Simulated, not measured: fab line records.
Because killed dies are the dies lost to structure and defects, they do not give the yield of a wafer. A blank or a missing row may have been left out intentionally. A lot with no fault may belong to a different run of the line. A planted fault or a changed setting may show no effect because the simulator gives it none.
fab line records -- flow gf180mcu
[record] lots = 24, wafers = 72, lastDay = 34
route steps=602 shown SALICIDE@282 V2@383 M3@411 V3@432 M4@457 M5@534
lots that met no fault: from a run of the same line without faults
startH: hours from the record's first day to the start of the lot's first wafer shown -- waitH: hours since the lot's step before -- " the same as in the row above -- L1.1+2: one row covering several wafers at once -- - no value, or no start given -- * or withheld: withheld -- < > ~ a bound
route shown NAME@n: names a module that has steps shown in the file, with the first one's number in the route -- usual: average and standard deviation across the fault-free wafers -- same: alike in all rows -- chamber/n: place in a boat -- sites: each site's reading -- _std_site: standard deviation across them -- _edge_site: the outer-site mean with the inner-site mean subtracted -- radiusMm: how far each site lies from the wafer's centre -- mask NAME#n: copy n -- behind: the tool/chamber that last shaped the wafer -- hold: reason for holding the lot/hours on hold/outcome of the hold -- device: the n, p or np transistor that did not switch -- end of line: tests run on the same wafers once the route is complete -- where a step has no rows: the recipe by itself -- killed: the dies lost at the first sort to structure and to defects; this is not the yield of the wafer -- map: a wafer's dies, marking killed ones x, the rest . and places with no die _
set.NAME: the setting that was run; set.NAME@STEP: the one run at that earlier step -- model.NAME: the simulator's own value behind a step, which no gauge read
a sample of lots followed through the steps of the route, with each step as a table and each wafer as a row
services: when a tool's chamber went out of use (startH, in hours from the record's first day, below 0 if earlier), for how many hours, and the reason
[[steps]]
[step GF_SALICIDE_RS_MEAS_04]
[recipe] thkMeasGauge = four-point-probe, reads = TiN_of_SALICIDE_SPUTTER_03+Co_of_SALICIDE_SPUTTER_02
[usual] SALICIDE_TIN_RS = 16.2/0.32
lot.wafer,tool,chamber,startH,waitH,SALICIDE_TIN_RS[ohm/sq]
L074.1,filmMetro-03,-,336.97,0.0,16.1
L074.5,filmMetro-03,-,336.97,0.0,16.0
L074.6,filmMetro-03,-,336.97,0.0,16.2
L075.1,filmMetro-03,-,345.62,0.0,16.5
L075.3,filmMetro-03,-,345.62,0.0,16.2
L075.4,filmMetro-03,-,345.62,0.0,16.1
L076.1,filmMetro-01,-,356.45,0.0,16.2
L076.4,filmMetro-01,-,356.45,0.0,16.5
L076.6,filmMetro-01,-,356.45,0.0,16.7
L077.2,filmMetro-02,-,367.99,0.0,16.7
L077.4,filmMetro-02,-,367.99,0.0,16.2
L077.6,filmMetro-02,-,367.99,0.0,16.0
L078.1,filmMetro-01,-,378.13,0.0,16.9
L078.2,filmMetro-01,-,378.13,0.0,16.5
L078.3,filmMetro-01,-,378.13,0.0,16.8
L079.1,filmMetro-03,-,383.72,0.0,16.5
L079.2,filmMetro-03,-,383.72,0.0,15.9
L079.3,filmMetro-03,-,383.72,0.0,16.4
L080.1,filmMetro-01,-,387.76,0.0,15.7
L080.2,filmMetro-01,-,387.76,0.0,16.2
L080.6,filmMetro-01,-,387.76,0.0,15.6
L081.1,filmMetro-02,-,398.80,0.0,16.5
L081.3,filmMetro-02,-,398.80,0.0,16.4
L081.4,filmMetro-02,-,398.80,0.0,16.6
L082.3,filmMetro-02,-,416.50,0.1,16.1
L082.5,filmMetro-02,-,416.50,0.1,15.8
L082.6,filmMetro-02,-,416.50,0.1,16.2
L083.2,filmMetro-01,-,420.16,0.0,15.9
L083.4,filmMetro-01,-,420.16,0.0,16.2
L083.6,filmMetro-01,-,420.16,0.0,15.9
L084.1,filmMetro-03,-,428.35,0.0,16.2
L084.3,filmMetro-03,-,428.35,0.0,16.3
L084.4,filmMetro-03,-,428.35,0.0,16.0
L085.1,filmMetro-02,-,440.95,0.0,16.3
L085.5,filmMetro-02,-,440.95,0.0,15.9
L085.6,filmMetro-02,-,440.95,0.0,16.0
L086.1,filmMetro-03,-,444.95,0.0,16.5
L086.5,filmMetro-03,-,444.95,0.0,16.5
L086.6,filmMetro-03,-,444.95,0.0,16.0
L087.1,filmMetro-02,-,460.46,0.0,16.1
L087.3,filmMetro-02,-,460.46,0.0,15.9
L087.5,filmMetro-02,-,460.46,0.0,16.3
L088.2,filmMetro-01,-,463.33,0.0,16.4
L088.3,filmMetro-01,-,463.33,0.0,16.0
L088.4,filmMetro-01,-,463.33,0.0,16.8
L089.2,filmMetro-03,-,473.97,0.0,16.6
L089.3,filmMetro-03,-,473.97,0.0,16.7
L089.4,filmMetro-03,-,473.97,0.0,16.7
L090.1,filmMetro-02,-,481.84,0.0,16.2
L090.2,filmMetro-02,-,481.84,0.0,15.8
L090.5,filmMetro-02,-,481.84,0.0,16.6
L091.2,filmMetro-01,-,486.01,0.0,15.8
L091.3,filmMetro-01,-,486.01,0.0,15.7
L091.5,filmMetro-01,-,486.01,0.0,15.9
L092.2,filmMetro-02,-,490.38,0.0,16.8
L092.4,filmMetro-02,-,490.38,0.0,16.6
L092.5,filmMetro-02,-,490.38,0.0,16.2
L093.1,filmMetro-03,-,501.32,0.0,15.9
L093.4,filmMetro-03,-,501.32,0.0,16.5
L093.6,filmMetro-03,-,501.32,0.0,16.6
L094.1,filmMetro-01,-,511.15,0.0,16.7
L094.2,filmMetro-01,-,511.15,0.0,16.0
L094.3,filmMetro-01,-,511.15,0.0,16.1
L095.1,filmMetro-03,-,513.23,0.0,16.1
L095.3,filmMetro-03,-,513.23,0.0,16.3
L095.5,filmMetro-03,-,513.23,0.0,16.7
L096.4,filmMetro-01,-,524.66,0.1,15.9
L096.5,filmMetro-01,-,524.66,0.1,15.9
L096.6,filmMetro-01,-,524.66,0.1,16.1
L097.2,filmMetro-03,-,532.04,0.0,17.0
L097.4,filmMetro-03,-,532.04,0.0,16.9
L097.6,filmMetro-03,-,532.04,0.0,16.9
[step GF_V2_THK_MEAS_01]
[recipe] reads = SiO2_of_V2_CVD_00
[usual] V2_CVD_00_THK = 600/6.6
lot.wafer,tool,chamber,startH,waitH,V2_CVD_00_THK[nm]
L074.1,filmMetro-01,-,434.08,0.0,606
L074.5,filmMetro-01,-,434.08,0.0,603
L074.6,filmMetro-01,-,434.08,0.0,600
L075.1,filmMetro-01,-,444.18,0.0,618
L075.3,filmMetro-01,-,444.18,0.0,613
L075.4,filmMetro-01,-,444.18,0.0,613
L076.1,filmMetro-03,-,455.02,0.0,609
L076.4,filmMetro-03,-,455.02,0.0,604
L076.6,filmMetro-03,-,455.02,0.0,607
L077.2,filmMetro-01,-,467.70,0.0,593
L077.4,filmMetro-01,-,467.70,0.0,601
L077.6,filmMetro-01,-,467.70,0.0,590
L078.1,filmMetro-03,-,478.14,0.0,598
L078.2,filmMetro-03,-,478.14,0.0,590
L078.3,filmMetro-03,-,478.14,0.0,591
L079.1,filmMetro-04,-,484.74,0.0,599
L079.2,filmMetro-04,-,484.74,0.0,595
L079.3,filmMetro-04,-,484.74,0.0,596
L080.1,filmMetro-01,-,490.62,0.1,592
L080.2,filmMetro-01,-,490.62,0.1,597
L080.6,filmMetro-01,-,490.62,0.1,589
L081.1,filmMetro-04,-,501.10,0.0,608
L081.3,filmMetro-04,-,501.10,0.0,606
L081.4,filmMetro-04,-,501.10,0.0,605
L082.3,filmMetro-01,-,517.43,0.1,606
L082.5,filmMetro-01,-,517.43,0.1,617
L082.6,filmMetro-01,-,517.43,0.1,605
L083.2,filmMetro-04,-,521.00,0.0,591
L083.4,filmMetro-04,-,521.00,0.0,602
L083.6,filmMetro-04,-,521.00,0.0,603
L084.1,filmMetro-01,-,530.23,0.0,606
L084.3,filmMetro-01,-,530.23,0.0,608
L084.4,filmMetro-01,-,530.23,0.0,601
L085.1,filmMetro-04,-,541.50,0.1,604
L085.5,filmMetro-04,-,541.50,0.1,605
L085.6,filmMetro-04,-,541.50,0.1,601
L086.1,filmMetro-01,-,545.59,0.0,600
L086.5,filmMetro-01,-,545.59,0.0,588
L086.6,filmMetro-01,-,545.59,0.0,596
L087.1,filmMetro-03,-,559.91,0.0,593
L087.3,filmMetro-03,-,559.91,0.0,591
L087.5,filmMetro-03,-,559.91,0.0,599
L088.2,filmMetro-03,-,562.21,0.0,600
L088.3,filmMetro-03,-,562.21,0.0,605
L088.4,filmMetro-03,-,562.21,0.0,599
L089.2,filmMetro-03,-,570.90,0.0,602
L089.3,filmMetro-03,-,570.90,0.0,596
L089.4,filmMetro-03,-,570.90,0.0,607
L090.1,filmMetro-03,-,579.24,0.0,601
L090.2,filmMetro-03,-,579.24,0.0,591
L090.5,filmMetro-03,-,579.24,0.0,599
L091.2,filmMetro-03,-,582.68,0.0,599
L091.3,filmMetro-03,-,582.68,0.0,604
L091.5,filmMetro-03,-,582.68,0.0,596
L092.2,filmMetro-03,-,586.40,0.0,600
L092.4,filmMetro-03,-,586.40,0.0,612
L092.5,filmMetro-03,-,586.40,0.0,612
L093.1,filmMetro-01,-,596.46,0.0,591
L093.4,filmMetro-01,-,596.46,0.0,602
L093.6,filmMetro-01,-,596.46,0.0,597
L094.1,filmMetro-01,-,606.38,0.0,596
L094.2,filmMetro-01,-,606.38,0.0,593
L094.3,filmMetro-01,-,606.38,0.0,602
L095.1,filmMetro-04,-,607.03,0.0,597
L095.3,filmMetro-04,-,607.03,0.0,609
L095.5,filmMetro-04,-,607.03,0.0,590
L096.4,filmMetro-01,-,617.82,0.0,600
L096.5,filmMetro-01,-,617.82,0.0,602
L096.6,filmMetro-01,-,617.82,0.0,596
L097.2,filmMetro-04,-,624.95,0.0,598
L097.4,filmMetro-04,-,624.95,0.0,603
L097.6,filmMetro-04,-,624.95,0.0,590
[step GF_M3_SPUTTER_02]
[recipe] material = AlCu, targetThkNm = 450, powerW = 10600, timeS = 23.9, chamberPressurePa = 0.4
[usual] throttleValvePct = 29.7/1.1
lot.wafer,tool,chamber,startH,waitH,throttleValvePct
L074.1,pvdSputter-02,-,460.04,0.0,28.4
L074.5,pvdSputter-02,-,460.04,0.0,30.5
L074.6,pvdSputter-02,-,460.04,0.0,28.6
L075.1,pvdSputter-02,-,470.47,0.0,28.7
L075.3,pvdSputter-02,-,470.47,0.0,29.9
L075.4,pvdSputter-02,-,470.47,0.0,30.4
L076.1,pvdSputter-03,-,480.82,0.0,28.4
L076.4,pvdSputter-03,-,480.82,0.0,28.1
L076.6,pvdSputter-03,-,480.82,0.0,28.9
L077.2,pvdSputter-02,-,493.55,0.0,30.0
L077.4,pvdSputter-02,-,493.55,0.0,28.7
L077.6,pvdSputter-02,-,493.55,0.0,29.8
L078.1,pvdSputter-01,-,503.37,0.0,30.9
L078.2,pvdSputter-01,-,503.37,0.0,30.8
L078.3,pvdSputter-01,-,503.37,0.0,31.9
L079.1,pvdSputter-01,-,510.79,0.0,31.1
L079.2,pvdSputter-01,-,510.79,0.0,31.1
L079.3,pvdSputter-01,-,510.79,0.0,30.7
L080.1,pvdSputter-03,-,515.86,0.0,28.7
L080.2,pvdSputter-03,-,515.86,0.0,30.8
L080.6,pvdSputter-03,-,515.86,0.0,29.2
L081.1,pvdSputter-03,-,526.68,0.0,28.8
L081.3,pvdSputter-03,-,526.68,0.0,29.1
L081.4,pvdSputter-03,-,526.68,0.0,31.0
L082.3,pvdSputter-02,-,542.45,0.0,28.6
L082.5,pvdSputter-02,-,542.45,0.0,28.9
L082.6,pvdSputter-02,-,542.45,0.0,30.5
L083.2,pvdSputter-03,-,545.99,0.0,31.0
L083.4,pvdSputter-03,-,545.99,0.0,28.4
L083.6,pvdSputter-03,-,545.99,0.0,29.0
L084.1,pvdSputter-03,-,555.01,0.0,31.2
L084.3,pvdSputter-03,-,555.01,0.0,29.1
L084.4,pvdSputter-03,-,555.01,0.0,28.7
L085.1,pvdSputter-03,-,566.36,0.0,29.1
L085.5,pvdSputter-03,-,566.36,0.0,28.3
L085.6,pvdSputter-03,-,566.36,0.0,28.9
L086.1,pvdSputter-02,-,569.89,0.0,28.6
L086.5,pvdSputter-02,-,569.89,0.0,30.4
L086.6,pvdSputter-02,-,569.89,0.0,28.6
L087.1,pvdSputter-01,-,583.64,0.0,30.8
L087.3,pvdSputter-01,-,583.64,0.0,30.9
L087.5,pvdSputter-01,-,583.64,0.0,30.8
L088.2,pvdSputter-03,-,586.04,0.0,28.9
L088.3,pvdSputter-03,-,586.04,0.0,29.3
L088.4,pvdSputter-03,-,586.04,0.0,28.4
L089.2,pvdSputter-03,-,594.43,0.0,28.2
L089.3,pvdSputter-03,-,594.43,0.0,28.9
L089.4,pvdSputter-03,-,594.43,0.0,28.9
L090.1,pvdSputter-02,-,601.89,0.0,28.9
L090.2,pvdSputter-02,-,601.89,0.0,30.1
L090.5,pvdSputter-02,-,601.89,0.0,30.7
L091.2,pvdSputter-02,-,605.54,0.0,29.9
L091.3,pvdSputter-02,-,605.54,0.0,28.8
L091.5,pvdSputter-02,-,605.54,0.0,30.4
L092.2,pvdSputter-02,-,609.86,0.0,28.4
L092.4,pvdSputter-02,-,609.86,0.0,30.2
L092.5,pvdSputter-02,-,609.86,0.0,28.7
L093.1,pvdSputter-03,-,620.01,0.0,31.1
L093.4,pvdSputter-03,-,620.01,0.0,29.0
L093.6,pvdSputter-03,-,620.01,0.0,28.9
L094.1,pvdSputter-01,-,629.47,0.0,30.6
L094.2,pvdSputter-01,-,629.47,0.0,31.1
L094.3,pvdSputter-01,-,629.47,0.0,31.0
L095.1,pvdSputter-02,-,630.34,0.0,28.4
L095.3,pvdSputter-02,-,630.34,0.0,29.8
L095.5,pvdSputter-02,-,630.34,0.0,30.0
L096.4,pvdSputter-02,-,639.67,0.0,28.5
L096.5,pvdSputter-02,-,639.67,0.0,30.4
L096.6,pvdSputter-02,-,639.67,0.0,30.0
L097.2,pvdSputter-03,-,646.99,0.0,29.2
L097.4,pvdSputter-03,-,646.99,0.0,28.4
L097.6,pvdSputter-03,-,646.99,0.0,29.0
[step GF_V3_THK_MEAS_03]
[recipe] reads = SiO2_of_V3_CVD_02
[usual] V3_CVD_02_THK = 852/10
lot.wafer,tool,chamber,startH,waitH,V3_CVD_02_THK[nm]
L074.1,filmMetro-04,-,484.99,0.0,847
L074.5,filmMetro-04,-,484.99,0.0,868
L074.6,filmMetro-04,-,484.99,0.0,864
L075.1,filmMetro-02,-,495.27,0.0,837
L075.3,filmMetro-02,-,495.27,0.0,832
L075.4,filmMetro-02,-,495.27,0.0,851
L076.1,filmMetro-01,-,505.63,0.0,858
L076.4,filmMetro-01,-,505.63,0.0,875
L076.6,filmMetro-01,-,505.63,0.0,863
L077.2,filmMetro-02,-,518.01,0.0,837
L077.4,filmMetro-02,-,518.01,0.0,847
L077.6,filmMetro-02,-,518.01,0.0,853
L078.1,filmMetro-01,-,527.44,0.0,846
L078.2,filmMetro-01,-,527.44,0.0,844
L078.3,filmMetro-01,-,527.44,0.0,855
L079.1,filmMetro-04,-,534.65,0.0,848
L079.2,filmMetro-04,-,534.65,0.0,849
L079.3,filmMetro-04,-,534.65,0.0,853
L080.1,filmMetro-01,-,540.21,0.0,843
L080.2,filmMetro-01,-,540.21,0.0,844
L080.6,filmMetro-01,-,540.21,0.0,866
L081.1,filmMetro-04,-,550.03,0.0,840
L081.3,filmMetro-04,-,550.03,0.0,837
L081.4,filmMetro-04,-,550.03,0.0,857
L082.3,filmMetro-04,-,565.93,0.1,837
L082.5,filmMetro-04,-,565.93,0.1,851
L082.6,filmMetro-04,-,565.93,0.1,852
L083.2,filmMetro-01,-,569.37,0.0,863
L083.4,filmMetro-01,-,569.37,0.0,874
L083.6,filmMetro-01,-,569.37,0.0,868
L084.1,filmMetro-01,-,578.29,0.0,844
L084.3,filmMetro-01,-,578.29,0.0,843
L084.4,filmMetro-01,-,578.29,0.0,860
L085.1,filmMetro-02,-,589.46,0.1,830
L085.5,filmMetro-02,-,589.46,0.1,839
L085.6,filmMetro-02,-,589.46,0.1,858
L086.1,filmMetro-01,-,592.29,0.0,846
L086.5,filmMetro-01,-,592.29,0.0,859
L086.6,filmMetro-01,-,592.29,0.0,872
L087.1,filmMetro-01,-,605.83,0.0,846
L087.3,filmMetro-01,-,605.83,0.0,862
L087.5,filmMetro-01,-,605.83,0.0,868
L088.2,filmMetro-04,-,608.12,0.0,846
L088.3,filmMetro-04,-,608.12,0.0,850
L088.4,filmMetro-04,-,608.12,0.0,853
L089.2,filmMetro-04,-,616.15,0.0,849
L089.3,filmMetro-04,-,616.15,0.0,837
L089.4,filmMetro-04,-,616.15,0.0,859
L090.1,filmMetro-01,-,623.83,0.0,838
L090.2,filmMetro-01,-,623.83,0.0,835
L090.5,filmMetro-01,-,623.83,0.0,852
L091.2,filmMetro-02,-,626.85,0.0,833
L091.3,filmMetro-02,-,626.85,0.0,847
L091.5,filmMetro-02,-,626.85,0.0,845
L092.2,filmMetro-02,-,631.46,0.0,840
L092.4,filmMetro-02,-,631.46,0.0,857
L092.5,filmMetro-02,-,631.46,0.0,857
L093.1,filmMetro-01,-,640.84,0.0,838
L093.4,filmMetro-01,-,640.84,0.0,864
L093.6,filmMetro-01,-,640.84,0.0,866
L094.1,filmMetro-02,-,650.57,0.0,850
L094.2,filmMetro-02,-,650.57,0.0,848
L094.3,filmMetro-02,-,650.57,0.0,844
L095.1,filmMetro-01,-,651.59,0.0,850
L095.3,filmMetro-01,-,651.59,0.0,838
L095.5,filmMetro-01,-,651.59,0.0,857
L096.4,filmMetro-02,-,660.72,0.0,855
L096.5,filmMetro-02,-,660.72,0.0,851
L096.6,filmMetro-02,-,660.72,0.0,858
L097.2,filmMetro-04,-,667.69,0.0,842
L097.4,filmMetro-04,-,667.69,0.0,867
L097.6,filmMetro-04,-,667.69,0.0,861
[step GF_M4_SPUTTER_01]
[recipe] material = TiN, targetThkNm = 30, powerW = 6500, timeS = 25, chamberPressurePa = 0.4
[usual] throttleValvePct = 29.4/0.81
lot.wafer,tool,chamber,startH,waitH,throttleValvePct
L074.1,pvdSputter-03,-,510.73,0.1,31.1
L074.5,pvdSputter-03,-,510.73,0.1,30.9
L074.6,pvdSputter-03,-,510.73,0.1,29.0
L075.1,pvdSputter-04,-,520.71,0.1,29.3
L075.3,pvdSputter-04,-,520.71,0.1,29.0
L075.4,pvdSputter-04,-,520.71,0.1,30.5
L076.1,pvdSputter-04,-,531.15,0.1,29.3
L076.4,pvdSputter-04,-,531.15,0.1,29.7
L076.6,pvdSputter-04,-,531.15,0.1,30.5
L077.2,pvdSputter-03,-,542.74,0.1,28.6
L077.4,pvdSputter-03,-,542.74,0.1,30.8
L077.6,pvdSputter-03,-,542.74,0.1,28.5
L078.1,pvdSputter-02,-,552.27,0.1,30.3
L078.2,pvdSputter-02,-,552.27,0.1,30.0
L078.3,pvdSputter-02,-,552.27,0.1,28.2
L079.1,pvdSputter-03,-,559.84,0.1,29.2
L079.2,pvdSputter-03,-,559.84,0.1,30.8
L079.3,pvdSputter-03,-,559.84,0.1,28.6
L080.1,pvdSputter-02,-,564.96,0.1,30.5
L080.2,pvdSputter-02,-,564.96,0.1,28.4
L080.6,pvdSputter-02,-,564.96,0.1,28.6
L081.1,pvdSputter-02,-,573.81,0.1,28.6
L081.3,pvdSputter-02,-,573.81,0.1,28.8
L081.4,pvdSputter-02,-,573.81,0.1,30.5
L082.3,pvdSputter-02,-,589.51,0.1,30.6
L082.5,pvdSputter-02,-,589.51,0.1,28.6
L082.6,pvdSputter-02,-,589.51,0.1,30.4
L083.2,pvdSputter-02,-,592.57,0.1,28.5
L083.4,pvdSputter-02,-,592.57,0.1,30.3
L083.6,pvdSputter-02,-,592.57,0.1,28.3
L084.1,pvdSputter-03,-,601.51,0.1,28.4
L084.3,pvdSputter-03,-,601.51,0.1,28.7
L084.4,pvdSputter-03,-,601.51,0.1,31.0
L085.1,pvdSputter-03,-,612.40,0.1,30.7
L085.5,pvdSputter-03,-,612.40,0.1,27.9
L085.6,pvdSputter-03,-,612.40,0.1,28.5
L086.1,pvdSputter-04,-,615.02,0.1,30.3
L086.5,pvdSputter-04,-,615.02,0.1,29.6
L086.6,pvdSputter-04,-,615.02,0.1,29.0
L087.1,pvdSputter-03,-,629.06,0.1,30.9
L087.3,pvdSputter-03,-,629.06,0.1,28.8
L087.5,pvdSputter-03,-,629.06,0.1,28.7
L088.2,pvdSputter-04,-,630.46,0.1,28.7
L088.3,pvdSputter-04,-,630.46,0.1,29.4
L088.4,pvdSputter-04,-,630.46,0.1,30.2
L089.2,pvdSputter-04,-,638.84,0.1,28.9
L089.3,pvdSputter-04,-,638.84,0.1,30.2
L089.4,pvdSputter-04,-,638.84,0.1,29.5
L090.1,pvdSputter-03,-,645.88,0.1,29.0
L090.2,pvdSputter-03,-,645.88,0.1,28.1
L090.5,pvdSputter-03,-,645.88,0.1,28.3
L091.2,pvdSputter-02,-,648.58,0.1,30.3
L091.3,pvdSputter-02,-,648.58,0.1,28.6
L091.5,pvdSputter-02,-,648.58,0.1,28.3
L092.2,pvdSputter-03,-,653.54,0.1,28.6
L092.4,pvdSputter-03,-,653.54,0.1,28.4
L092.5,pvdSputter-03,-,653.54,0.1,31.1
L093.1,pvdSputter-04,-,662.15,0.1,30.3
L093.4,pvdSputter-04,-,662.15,0.1,28.7
L093.6,pvdSputter-04,-,662.15,0.1,29.5
L094.1,pvdSputter-04,-,670.74,0.1,30.3
L094.2,pvdSputter-04,-,670.74,0.1,29.4
L094.3,pvdSputter-04,-,670.74,0.1,29.6
L095.1,pvdSputter-04,-,672.42,0.1,29.1
L095.3,pvdSputter-04,-,672.42,0.1,29.5
L095.5,pvdSputter-04,-,672.42,0.1,29.6
L096.4,pvdSputter-04,-,682.01,0.1,30.3
L096.5,pvdSputter-04,-,682.01,0.1,30.5
L096.6,pvdSputter-04,-,682.01,0.1,29.4
L097.2,pvdSputter-04,-,688.40,0.1,30.5
L097.4,pvdSputter-04,-,688.40,0.1,30.1
L097.6,pvdSputter-04,-,688.40,0.1,29.0
[step GF_M5_OVL_MEAS_08]
[usual] M5_OVL = -1/4.8
lot.wafer,tool,chamber,startH,waitH,M5_OVL[nm]
L074.1,overlay-02,-,601.83,0.1,-4
L074.5,overlay-02,-,601.83,0.1,-6
L074.6,overlay-02,-,601.83,0.1,1
L075.1,overlay-02,-,611.56,0.1,-3
L075.3,overlay-02,-,611.56,0.1,-10
L075.4,overlay-02,-,611.56,0.1,-4
L076.1,overlay-01,-,621.36,0.1,13
L076.4,overlay-01,-,621.36,0.1,8
L076.6,overlay-01,-,621.36,0.1,12
L077.2,overlay-02,-,631.12,0.1,-2
L077.4,overlay-02,-,631.12,0.1,-2
L077.6,overlay-02,-,631.12,0.1,-3
L078.1,overlay-02,-,640.28,0.1,-8
L078.2,overlay-02,-,640.28,0.1,-8
L078.3,overlay-02,-,640.28,0.1,-4
L079.1,overlay-01,-,646.71,0.1,-4
L079.2,overlay-01,-,646.71,0.1,-3
L079.3,overlay-01,-,646.71,0.1,-7
L080.1,overlay-02,-,651.15,0.1,3
L080.2,overlay-02,-,651.15,0.1,2
L080.6,overlay-02,-,651.15,0.1,1
L081.1,overlay-02,-,661.16,0.1,0
L081.3,overlay-02,-,661.16,0.1,-2
L081.4,overlay-02,-,661.16,0.1,0
L082.3,overlay-01,-,672.80,0.1,2
L082.5,overlay-01,-,672.80,0.1,-4
L082.6,overlay-01,-,672.80,0.1,1
L083.2,overlay-02,-,676.17,0.1,0
L083.4,overlay-02,-,676.17,0.1,-1
L083.6,overlay-02,-,676.17,0.1,0
L084.1,overlay-02,-,684.43,0.1,1
L084.3,overlay-02,-,684.43,0.1,0
L084.4,overlay-02,-,684.43,0.1,-2
L085.1,overlay-02,-,694.51,0.1,-14
L085.5,overlay-02,-,694.51,0.1,-7
L085.6,overlay-02,-,694.51,0.1,-9
L086.1,overlay-02,-,696.76,0.1,-3
L086.5,overlay-02,-,696.76,0.1,2
L086.6,overlay-02,-,696.76,0.1,-3
L087.1,overlay-01,-,707.13,0.1,4
L087.3,overlay-01,-,707.13,0.1,4
L087.5,overlay-01,-,707.13,0.1,-1
L088.2,overlay-01,-,710.37,0.1,4
L088.3,overlay-01,-,710.37,0.1,2
L088.4,overlay-01,-,710.37,0.1,-4
L089.2,overlay-02,-,718.87,0.1,4
L089.3,overlay-02,-,718.87,0.1,5
L089.4,overlay-02,-,718.87,0.1,2
L090.1,overlay-02,-,724.66,0.1,-3
L090.2,overlay-02,-,724.66,0.1,1
L090.5,overlay-02,-,724.66,0.1,0
L091.2,overlay-01,-,726.11,0.1,6
L091.3,overlay-01,-,726.11,0.1,-2
L091.5,overlay-01,-,726.11,0.1,-1
L092.2,overlay-01,-,731.94,0.1,3
L092.4,overlay-01,-,731.94,0.1,4
L092.5,overlay-01,-,731.94,0.1,0
L093.1,overlay-01,-,739.11,0.1,4
L093.4,overlay-01,-,739.11,0.1,-3
L093.6,overlay-01,-,739.11,0.1,6
L094.1,overlay-01,-,745.56,0.1,2
L094.2,overlay-01,-,745.56,0.1,6
L094.3,overlay-01,-,745.56,0.1,1
L095.1,overlay-01,-,748.11,0.1,-5
L095.3,overlay-01,-,748.11,0.1,-3
L095.5,overlay-01,-,748.11,0.1,-7
L096.4,overlay-02,-,757.30,0.1,-2
L096.5,overlay-02,-,757.30,0.1,-5
L096.6,overlay-02,-,757.30,0.1,-2
L097.2,overlay-02,-,760.36,0.1,-3
L097.4,overlay-02,-,760.36,0.1,-2
L097.6,overlay-02,-,760.36,0.1,-5
[[services]]
tool,chamber,startH,hours,kind
pvdSputter-02,0,491.82,-,consumableReplace:kit
pvdSputter-02,0,491.82,18.0,scheduledDown
pvdSputter-02,0,491.82,18.0,ventCycle
pvdSputter-03,-,498.31,9.0,repair
pvdSputter-03,2,512.49,-,consumableReplace:kit
pvdSputter-03,2,512.49,18.0,scheduledDown
pvdSputter-03,2,512.49,18.0,ventCycle
pvdSputter-04,-,525.69,0.6,repair
pvdSputter-03,-,543.99,0.9,repair
pvdSputter-04,-,564.66,2.9,repair
pvdSputter-01,2,581.52,-,consumableReplace:kit
pvdSputter-01,2,581.52,18.0,scheduledDown
pvdSputter-03,-,582.79,2.5,repair
pvdSputter-02,-,592.74,3.1,repair
pvdSputter-01,-,603.37,4.8,repair
pvdSputter-02,3,623.85,-,consumableReplace:kit
pvdSputter-02,3,623.85,18.0,scheduledDown
pvdSputter-02,3,623.85,18.0,ventCycle
pvdSputter-03,1,680.63,-,consumableReplace:kit
pvdSputter-03,1,680.63,18.0,scheduledDown
pvdSputter-03,1,680.63,18.0,ventCycle
pvdSputter-04,3,683.65,-,consumableReplace:kit
pvdSputter-04,3,683.65,18.0,scheduledDown
pvdSputter-04,3,683.65,18.0,ventCycle
[[key]]
fault none
